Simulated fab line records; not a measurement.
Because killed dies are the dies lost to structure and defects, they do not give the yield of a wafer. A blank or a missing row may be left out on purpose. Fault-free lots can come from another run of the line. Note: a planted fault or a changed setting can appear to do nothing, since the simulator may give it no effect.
Which tool did it? || flow gf180mcu || Sampling: 13 lots, 39 wafers, 4 of 602 route steps

WHAT THE GAUGES SHOWED, per wafer
GF_PASSIVATION_THK_MEAS_01.
{"lot": "L177", "measured": "day 27 22:29", "on": "film-metro-03", "PASSIVATION_CVD_00_THK (nm)": "1011 1012 1010"}
{"lot": "L178", "measured": "day 28 01:26", "on": "film-metro-01", "PASSIVATION_CVD_00_THK (nm)": "1008 1005 1016"}
{"lot": "L179", "measured": "day 28 11:08", "on": "film-metro-04", "PASSIVATION_CVD_00_THK (nm)": "991 1016 1022"}
{"lot": "L181", "measured": "day 29 08:18", "on": "film-metro-04", "PASSIVATION_CVD_00_THK (nm)": "979 991 1001"}
{"lot": "L180", "measured": "day 29 12:31", "on": "film-metro-04", "PASSIVATION_CVD_00_THK (nm)": "1023 989 1003"}
{"lot": "L182", "measured": "day 30 02:01", "on": "film-metro-01", "PASSIVATION_CVD_00_THK (nm)": "978 1023 979"}
{"lot": "L183", "measured": "day 30 11:34", "on": "film-metro-03", "PASSIVATION_CVD_00_THK (nm)": "1004 991 1014"}
{"lot": "L186", "measured": "day 31 09:31", "on": "film-metro-04", "PASSIVATION_CVD_00_THK (nm)": "1003 1016 1020"}
{"lot": "L187", "measured": "day 31 12:06", "on": "film-metro-01", "PASSIVATION_CVD_00_THK (nm)": "990 1020 1036"}
{"lot": "L191", "measured": "day 32 03:59", "on": "film-metro-04", "PASSIVATION_CVD_00_THK (nm)": "1015 976 998"}
{"lot": "L193", "measured": "day 32 21:59", "on": "film-metro-01", "PASSIVATION_CVD_00_THK (nm)": "972 989 986"}
{"lot": "L195", "measured": "day 33 06:11", "on": "film-metro-03", "PASSIVATION_CVD_00_THK (nm)": "993 1017 1021"}
{"lot": "L197", "measured": "day 33 16:44", "on": "film-metro-01", "PASSIVATION_CVD_00_THK (nm)": "981 1031 998"}

GF_PASSIVATION_BOW_MEAS_14.
{"lot": "L177", "measured": "day 28 19:48", "on": "film-metro-04", "PASSIVATION_BOW (um)": "133 142 137"}
{"lot": "L178", "measured": "day 28 23:03", "on": "film-metro-04", "PASSIVATION_BOW (um)": "147 145 145"}
{"lot": "L179", "measured": "day 29 10:37", "on": "film-metro-01", "PASSIVATION_BOW (um)": "140 141 143"}
{"lot": "L181", "measured": "day 30 05:05", "on": "film-metro-04", "PASSIVATION_BOW (um)": "160 152 152"}
{"lot": "L180", "measured": "day 30 09:25", "on": "film-metro-04", "PASSIVATION_BOW (um)": "148 145 143"}
{"lot": "L182", "measured": "day 30 22:13", "on": "film-metro-01", "PASSIVATION_BOW (um)": "147 147 141"}
{"lot": "L183", "measured": "day 31 07:29", "on": "film-metro-03", "PASSIVATION_BOW (um)": "107 125 107"}
{"lot": "L186", "measured": "day 32 05:17", "on": "film-metro-04", "PASSIVATION_BOW (um)": "140 142 130"}
{"lot": "L187", "measured": "day 32 06:37", "on": "film-metro-01", "PASSIVATION_BOW (um)": "124 131 134"}
{"lot": "L191", "measured": "day 32 22:53", "on": "film-metro-03", "PASSIVATION_BOW (um)": "134 127 151"}
{"lot": "L193", "measured": "day 33 15:16", "on": "film-metro-01", "PASSIVATION_BOW (um)": "114 116 119"}
{"lot": "L195", "measured": "day 33 23:20", "on": "film-metro-04", "PASSIVATION_BOW (um)": "148 146 170"}
{"lot": "L197", "measured": "day 34 10:10", "on": "film-metro-01", "PASSIVATION_BOW (um)": "127 133 129"}

EACH LOT AND THE TOOL THAT RAN IT (in order: tool; ch and the chambers of the sampled wafers; start)
{"lot": "L177", "GF_V5_CVD_00": "hdpcvd-01 ch 0,1,2, day 26 02:14", "GF_V5_STRIP_18": "plasma-asher-03 ch 0,1, day 26 23:50"}
{"lot": "L178", "GF_V5_CVD_00": "hdpcvd-02 ch 0,1,2, day 26 06:23", "GF_V5_STRIP_18": "plasma-asher-04 ch 0,1, day 27 03:57"}
{"lot": "L179", "GF_V5_CVD_00": "hdpcvd-02 ch 0,1,2, day 26 16:11", "GF_V5_STRIP_18": "plasma-asher-04 ch 0,1, day 27 13:14"}
{"lot": "L181", "GF_V5_CVD_00": "hdpcvd-02 ch 0,1,2, day 27 14:43", "GF_V5_STRIP_18": "plasma-asher-03 ch 0,1, day 28 11:01"}
{"lot": "L180", "GF_V5_CVD_00": "hdpcvd-01 ch 0,1,2, day 27 19:35", "GF_V5_STRIP_18": "plasma-asher-03 ch 0,1, day 28 15:00"}
{"lot": "L182", "GF_V5_CVD_00": "hdpcvd-01 ch 0,1, day 28 08:40", "GF_V5_STRIP_18": "plasma-asher-04 ch 0,1, day 29 04:46"}
{"lot": "L183", "GF_V5_CVD_00": "hdpcvd-01 ch 0,1, day 28 19:31", "GF_V5_STRIP_18": "plasma-asher-02 ch 0,1, day 29 14:31"}
{"lot": "L186", "GF_V5_CVD_00": "hdpcvd-02 ch 1,2, day 29 18:04", "GF_V5_STRIP_18": "plasma-asher-02 ch 0,1, day 30 12:59"}
{"lot": "L187", "GF_V5_CVD_00": "hdpcvd-01 ch 0,2, day 29 20:52", "GF_V5_STRIP_18": "plasma-asher-02 ch 0,1, day 30 16:07"}
{"lot": "L191", "GF_V5_CVD_00": "hdpcvd-02 ch 0,1,2, day 30 13:46", "GF_V5_STRIP_18": "plasma-asher-04 ch 0,1, day 31 08:33"}
{"lot": "L193", "GF_V5_CVD_00": "hdpcvd-02 ch 0,1,2, day 31 08:32", "GF_V5_STRIP_18": "plasma-asher-02 ch 0,1, day 32 02:42"}
{"lot": "L195", "GF_V5_CVD_00": "hdpcvd-01 ch 0,2, day 31 17:23", "GF_V5_STRIP_18": "plasma-asher-03 ch 0,1, day 32 11:01"}
{"lot": "L197", "GF_V5_CVD_00": "hdpcvd-01 ch 0,1,2, day 32 04:34", "GF_V5_STRIP_18": "plasma-asher-04 ch 0,1, day 32 22:42"}
- GF_V5_CVD_00: deposits SiO2, target thk 300 nm, time 50 s.
- GF_V5_STRIP_18: strips in O2/N2.

WHAT THE TOOLS THEMSELVES READ (means of the sampled wafers that have a number; where no wafer has one, the mark that the record gives instead)
GF_V5_CVD_00.
{"lot": "L177", "tool": "hdpcvd-01", "sih4-flow-sccm (sccm)": 60.14}
{"lot": "L178", "tool": "hdpcvd-02", "sih4-flow-sccm (sccm)": 59.96}
{"lot": "L179", "tool": "hdpcvd-02", "sih4-flow-sccm (sccm)": 59.79}
{"lot": "L181", "tool": "hdpcvd-02", "sih4-flow-sccm (sccm)": 60.03}
{"lot": "L180", "tool": "hdpcvd-01", "sih4-flow-sccm (sccm)": 59.80}
{"lot": "L182", "tool": "hdpcvd-01", "sih4-flow-sccm (sccm)": 60.03}
{"lot": "L183", "tool": "hdpcvd-01", "sih4-flow-sccm (sccm)": 60.00}
{"lot": "L186", "tool": "hdpcvd-02", "sih4-flow-sccm (sccm)": 59.99}
{"lot": "L187", "tool": "hdpcvd-01", "sih4-flow-sccm (sccm)": 59.91}
{"lot": "L191", "tool": "hdpcvd-02", "sih4-flow-sccm (sccm)": 59.88}
{"lot": "L193", "tool": "hdpcvd-02", "sih4-flow-sccm (sccm)": 60.02}
{"lot": "L195", "tool": "hdpcvd-01", "sih4-flow-sccm (sccm)": 60.02}
{"lot": "L197", "tool": "hdpcvd-01", "sih4-flow-sccm (sccm)": 60.05}

GF_V5_STRIP_18.
{"lot": "L177", "tool": "plasma-asher-03", "drypump-motor-current-A (A)": 5.9, "heater-power-w (W)": 335, "n2-flow-sccm (sccm)": 299.8, "oes-product-au (a.u.)": 0.566}
{"lot": "L178", "tool": "plasma-asher-04", "drypump-motor-current-A (A)": 5.2, "heater-power-w (W)": 308, "n2-flow-sccm (sccm)": 299.8, "oes-product-au (a.u.)": 0.567}
{"lot": "L179", "tool": "plasma-asher-04", "drypump-motor-current-A (A)": 5.2, "heater-power-w (W)": 302, "n2-flow-sccm (sccm)": 300.7, "oes-product-au (a.u.)": 0.567}
{"lot": "L181", "tool": "plasma-asher-03", "drypump-motor-current-A (A)": 5.8, "heater-power-w (W)": 332, "n2-flow-sccm (sccm)": 300.8, "oes-product-au (a.u.)": 0.571}
{"lot": "L180", "tool": "plasma-asher-03", "drypump-motor-current-A (A)": 5.9, "heater-power-w (W)": 328, "n2-flow-sccm (sccm)": 299.4, "oes-product-au (a.u.)": 0.572}
{"lot": "L182", "tool": "plasma-asher-04", "drypump-motor-current-A (A)": 5.2, "heater-power-w (W)": 305, "n2-flow-sccm (sccm)": 301.3, "oes-product-au (a.u.)": 0.571}
{"lot": "L183", "tool": "plasma-asher-02", "drypump-motor-current-A (A)": 5.9, "heater-power-w (W)": 345, "n2-flow-sccm (sccm)": 299.5, "oes-product-au (a.u.)": 0.566}
{"lot": "L186", "tool": "plasma-asher-02", "drypump-motor-current-A (A)": 6.3, "heater-power-w (W)": 355, "n2-flow-sccm (sccm)": 300.1, "oes-product-au (a.u.)": 0.571}
{"lot": "L187", "tool": "plasma-asher-02", "drypump-motor-current-A (A)": 5.8, "heater-power-w (W)": 348, "n2-flow-sccm (sccm)": 299.1, "oes-product-au (a.u.)": 0.564}
{"lot": "L191", "tool": "plasma-asher-04", "drypump-motor-current-A (A)": 5.2, "heater-power-w (W)": 307, "n2-flow-sccm (sccm)": 299.7, "oes-product-au (a.u.)": 0.569}
{"lot": "L193", "tool": "plasma-asher-02", "drypump-motor-current-A (A)": 6.3, "heater-power-w (W)": 358, "n2-flow-sccm (sccm)": 299.9, "oes-product-au (a.u.)": 0.570}
{"lot": "L195", "tool": "plasma-asher-03", "drypump-motor-current-A (A)": 5.9, "heater-power-w (W)": 343, "n2-flow-sccm (sccm)": 300.4, "oes-product-au (a.u.)": 0.575}
{"lot": "L197", "tool": "plasma-asher-04", "drypump-motor-current-A (A)": 5.2, "heater-power-w (W)": 303, "n2-flow-sccm (sccm)": 300.8, "oes-product-au (a.u.)": 0.571}

THE ANSWER, worked out from the rows above alone
Rule: what is usual is taken from the lots themselves. Put in order of their means at a reading, lots are off if they are a third of the lots or fewer, leave a main group of 4 or more, and stand apart from it by a gap of 3 or more times the standard deviation of the main group's means; of several such gaps the widest counts. The tables above print the reading to a certain number of digits; a main group whose means all agree to those digits is not used. A lot without any number at a reading at which 4 lots or more have one is off too. Any other lot the step has rows for is counted as sound. Order of review: gauges by route order, followed by the tools' own readings, for which a lot's mean as printed above is used. At the first step where some lot is off, the reading lying furthest off is the one used; lots without a number count as furthest.
Across all readings shown, no lot is off: no conclusion can be drawn from this.

WHAT WAS PUT IN BY THE SIMULATOR
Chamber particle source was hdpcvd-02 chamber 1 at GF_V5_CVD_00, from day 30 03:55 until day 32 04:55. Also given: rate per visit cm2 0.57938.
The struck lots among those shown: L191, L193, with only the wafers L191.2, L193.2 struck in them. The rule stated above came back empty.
